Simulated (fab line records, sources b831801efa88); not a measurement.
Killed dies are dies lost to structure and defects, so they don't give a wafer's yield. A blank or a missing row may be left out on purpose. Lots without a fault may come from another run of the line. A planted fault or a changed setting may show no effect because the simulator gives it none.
Which tool did it? | flow gf180mcu | 10 lots, 30 wafers sampled, at 6 steps of a route of 602

WHAT THE GAUGES READ, wafer by wafer
GF_VT_IMPLANT_OVL_MEAS_40.
lot  | measured     | on         | VT_IMPLANT_03_OVL (nm)
L260 | day 7 13:34  | overlay-02 | 0.3 0.0 0.7
L261 | day 7 21:47  | overlay-02 | 1.0 -0.2 1.1
L265 | day 9 00:01  | overlay-01 | -1.3 -0.9 0.0
L268 | day 9 22:40  | overlay-01 | -1.0 0.6 0.5
L272 | day 11 00:16 | overlay-01 | -0.7 -1.4 -1.0
L273 | day 11 02:43 | overlay-02 | -1.9 -0.7 -1.6
L277 | day 12 05:58 | overlay-01 | 2.2 1.6 0.7
L279 | day 12 20:22 | overlay-01 | 0.6 -0.8 0.4
L281 | day 13 10:31 | overlay-02 | -1.3 -0.5
L283 | day 13 21:38 | overlay-02 | 0.9

GF_DUAL_GATE_OVL_MEAS_11.
lot  | measured     | on         | DUAL_GATE_OVL (nm)
L260 | day 8 10:25  | overlay-02 | 0.9 -0.5 1.3
L261 | day 8 15:40  | overlay-02 | -1.5 0.5 -1.9
L265 | day 9 21:01  | overlay-01 | 0.1 -0.1 1.5
L268 | day 10 20:31 | overlay-01 | 1.6 1.5 -1.7
L272 | day 11 21:34 | overlay-01 | -0.6 -1.5 -0.1
L273 | day 12 00:31 | overlay-01 | 2.9 1.4 2.0
L277 | day 13 04:37 | overlay-01 | 0.7 1.7 0.0
L279 | day 13 19:34 | overlay-02 | -0.7 1.3 -0.1
L281 | day 14 10:25 | overlay-02 | 0.2 -0.1
L283 | day 14 22:11 | overlay-02 | -2.1

WHICH TOOL RAN EACH LOT (tool, then ch and the chambers of the sampled wafers, then the start)
lot  | GF_STI_ETCH_13                    | GF_STI_ETCH_14                  | GF_STI_STRIP_15                     | GF_MVPSD_STRIP_10
L260 | rie_diel-03 ch 0,2,3, day 2 03:02 | rie_si-02 ch 0,2,3, day 2 03:07 | plasma_asher-01 ch 0, day 2 03:11   | plasma_asher-04 ch 0,1, day 5 02:06
L261 | rie_diel-01 ch 0,1, day 2 08:29   | rie_si-01 ch 0,3, day 2 08:34   | plasma_asher-02 ch 0,1, day 2 08:40 | plasma_asher-04 ch 0,1, day 5 08:47
L265 | rie_diel-04 ch 0,1,2, day 3 03:32 | rie_si-02 ch 0,1,3, day 3 03:37 | plasma_asher-03 ch 0,1, day 3 03:41 | plasma_asher-03 ch 0,1, day 6 09:33
L268 | rie_diel-01 ch 0,1,2, day 3 20:38 | rie_si-01 ch 0,1,3, day 3 20:43 | plasma_asher-03 ch 0,1, day 3 20:47 | plasma_asher-03 ch 0,1, day 7 04:12
L272 | rie_diel-04 ch 1,2,3, day 4 16:59 | rie_si-02 ch 1,2,3, day 4 17:04 | plasma_asher-01 ch 0,1, day 4 17:08 | plasma_asher-04 ch 0,1, day 8 03:54
L273 | rie_diel-01 ch 1,3, day 4 20:56   | rie_si-01 ch 1,2,3, day 4 21:01 | plasma_asher-03 ch 0,1, day 4 21:05 | plasma_asher-03 ch 0,1, day 8 06:09
L277 | rie_diel-04 ch 1,3, day 5 16:29   | rie_si-02 ch 0,2, day 5 16:34   | plasma_asher-01 ch 0,1, day 5 16:38 | plasma_asher-03 ch 0,1, day 9 05:57
L279 | rie_diel-01 ch 0,1,2, day 6 04:26 | rie_si-01 ch 0,3, day 6 04:31   | plasma_asher-01 ch 0,1, day 6 04:35 | plasma_asher-04 ch 0, day 9 17:33
L281 | rie_diel-04 ch 1,2,3, day 6 13:26 | rie_si-01 ch 1,3, day 6 13:31   | plasma_asher-03 ch 0,1, day 6 13:35 | plasma_asher-01 ch 0,1, day 10 06:36
L283 | rie_diel-04 ch 0,2, day 6 23:26   | rie_si-02 ch 0,3, day 6 23:31   | plasma_asher-01 ch 0,1, day 6 23:37 | plasma_asher-03 ch 1, day 10 16:13
- GF_STI_ETCH_13: etches the open film in CHF3/O2, stops on Si, target depth 282.31 nm, time 112.9 s.
- GF_STI_ETCH_14: etches Si in HBr/Cl2/O2, target depth 360 nm, time 102.9 s.
- GF_STI_STRIP_15: strips in O2/N2.
- GF_MVPSD_STRIP_10: strips in O2/N2.

WHAT THE TOOLS THEMSELVES READ (means of the sampled wafers that have a number; where no wafer has one, the mark that the record gives instead)
GF_STI_ETCH_13.
lot  | tool        | drypump_motor_current_A (A) | oes_product_au (a.u.) | run_length_s (s) | throttle_valve_pct (%)
L260 | rie_diel-03 | 5.8                         | 0.836                 | 141.6            | 8.810
L261 | rie_diel-01 | 5.5                         | 0.831                 | 141.4            | 8.814
L265 | rie_diel-04 | 5.6                         | 0.835                 | 141.3            | 8.813
L268 | rie_diel-01 | 5.6                         | 0.842                 | 141.3            | 8.819
L272 | rie_diel-04 | 5.5                         | 0.835                 | 141.2            | 8.807
L273 | rie_diel-01 | 5.8                         | 0.840                 | 141.5            | 8.811
L277 | rie_diel-04 | 5.7                         | 0.832                 | 141.3            | 8.809
L279 | rie_diel-01 | 5.6                         | 0.834                 | 141.4            | 8.813
L281 | rie_diel-04 | 5.6                         | 0.895                 | 123.5            | 8.825
L283 | rie_diel-04 | 5.4                         | 0.944                 | 105.9            | 8.850

GF_STI_ETCH_14.
lot  | tool      | drypump_motor_current_A (A) | oes_product_au (a.u.) | run_length_s (s) | throttle_valve_pct (%)
L260 | rie_si-02 | 5.7                         | 1.002                 | 131.1            | 25.648
L261 | rie_si-01 | 4.9                         | 1.002                 | 131.2            | 25.652
L265 | rie_si-02 | 5.8                         | 1.001                 | 131.3            | 25.657
L268 | rie_si-01 | 5.2                         | 1.007                 | 131.3            | 25.651
L272 | rie_si-02 | 5.8                         | 0.992                 | 131.4            | 25.668
L273 | rie_si-01 | 5.6                         | 0.996                 | 131.4            | 25.654
L277 | rie_si-02 | 5.3                         | 1.004                 | 130.8            | 25.656
L279 | rie_si-01 | 4.9                         | 1.004                 | 131.0            | 25.655
L281 | rie_si-01 | 5.5                         | 0.782                 | 131.6            | 25.802
L283 | rie_si-02 | 5.8                         | 0.568                 | 131.1            | 25.940

GF_STI_STRIP_15.
lot  | tool            | drypump_motor_current_A (A) | heater_power_w (W) | oes_product_au (a.u.) | platen_temp_c (C) | strip_time_to_endpoint_s (s)
L260 | plasma_asher-01 | 6.0                         | 311                | 0.385                 | 249.91            | 3.70
L261 | plasma_asher-02 | 6.2                         | 354                | 0.382                 | 250.18            | 3.72
L265 | plasma_asher-03 | 5.5                         | 339                | 0.382                 | 249.93            | 3.72
L268 | plasma_asher-03 | 5.5                         | 343                | 0.385                 | 250.06            | 3.75
L272 | plasma_asher-01 | 5.9                         | 329                | 0.383                 | 250.27            | 3.71
L273 | plasma_asher-03 | 5.6                         | 331                | 0.386                 | 249.99            | 3.72
L277 | plasma_asher-01 | 5.8                         | 352                | 0.385                 | 250.07            | 3.76
L279 | plasma_asher-01 | 5.7                         | 350                | 0.383                 | 249.86            | 3.76
L281 | plasma_asher-03 | 5.4                         | 337                | 0.404                 | 250.04            | 4.10
L283 | plasma_asher-01 | 5.9                         | 328                | 0.415                 | 250.01            | 4.51

GF_MVPSD_STRIP_10.
lot  | tool            | drypump_motor_current_A (A) | heater_power_w (W) | oes_product_au (a.u.) | platen_temp_c (C) | strip_time_to_endpoint_s (s)
L260 | plasma_asher-04 | 5.51                        | 364                | 0.723                 | 250.05            | 37.04
L261 | plasma_asher-04 | 5.49                        | 368                | 0.727                 | 250.01            | 36.88
L265 | plasma_asher-03 | 5.61                        | 333                | 0.723                 | 249.98            | 36.98
L268 | plasma_asher-03 | 5.50                        | 333                | 0.725                 | 250.11            | 37.01
L272 | plasma_asher-04 | 5.48                        | 368                | 0.719                 | 250.13            | 36.93
L273 | plasma_asher-03 | 5.61                        | 333                | 0.724                 | 250.18            | 36.93
L277 | plasma_asher-03 | 5.62                        | 336                | 0.721                 | 250.13            | 37.02
L279 | plasma_asher-04 | 5.98                        | 360                | 0.730                 | 249.93            | 36.89
L281 | plasma_asher-01 | 5.83                        | 337                | 0.727                 | 249.92            | 37.09
L283 | plasma_asher-03 | 5.35                        | 329                | 0.723                 | 249.98            | 37.11

THE ANSWER, worked out from the rows above alone
Rule: what is usual is taken from the lots themselves. Put in order of their means at a reading, lots are off if they are a third of the lots or fewer, leave a main group of 4 or more, and stand apart from it by a gap of 3 or more times the standard deviation of the main group's means; of several such gaps the widest counts. A main group whose means are all the same, to the digits that the tables above print for the reading, isn't used. A lot without any number at a reading at which 4 lots or more have one is off too. The other lots that the step has rows for count as sound. The gauges are gone through in route order, then the tools' own readings, and for those a lot's mean is taken as printed above. The first step at which some lot is off is used, and at that step the reading that is off furthest; a lot without a number counts as furthest.
Off: L281, L283, at GF_STI_ETCH_13 (run_length_s). The main group: mean 141.4 s, standard deviation 0.12.
A tool fits if, at that step or a process step before it, it ran every lot that is off, and no sound lot after the first of them. One fits: rie_diel-04 at GF_STI_ETCH_13. Its last sound lot is L277 (day 5 16:29), its first lot that is off L281 (day 6 13:26): a fault that began between those two fits.
The tool's own readings at GF_STI_ETCH_13 bear it out: on the lots that are off they differ by more than 5 times the standard deviation of the sound lots' means. oes_product_au reads 0.919 a.u. there against 0.836 a.u. on the sound lots; run_length_s reads 114.7 s there against 141.4 s on the sound lots; throttle_valve_pct reads 8.837 % there against 8.812 % on the sound lots.

WHAT THE SIMULATOR HAD PUT IN
Process parameter drift: rie_diel-04, from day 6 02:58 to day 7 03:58, at GF_STI_ETCH_13. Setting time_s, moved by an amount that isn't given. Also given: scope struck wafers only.
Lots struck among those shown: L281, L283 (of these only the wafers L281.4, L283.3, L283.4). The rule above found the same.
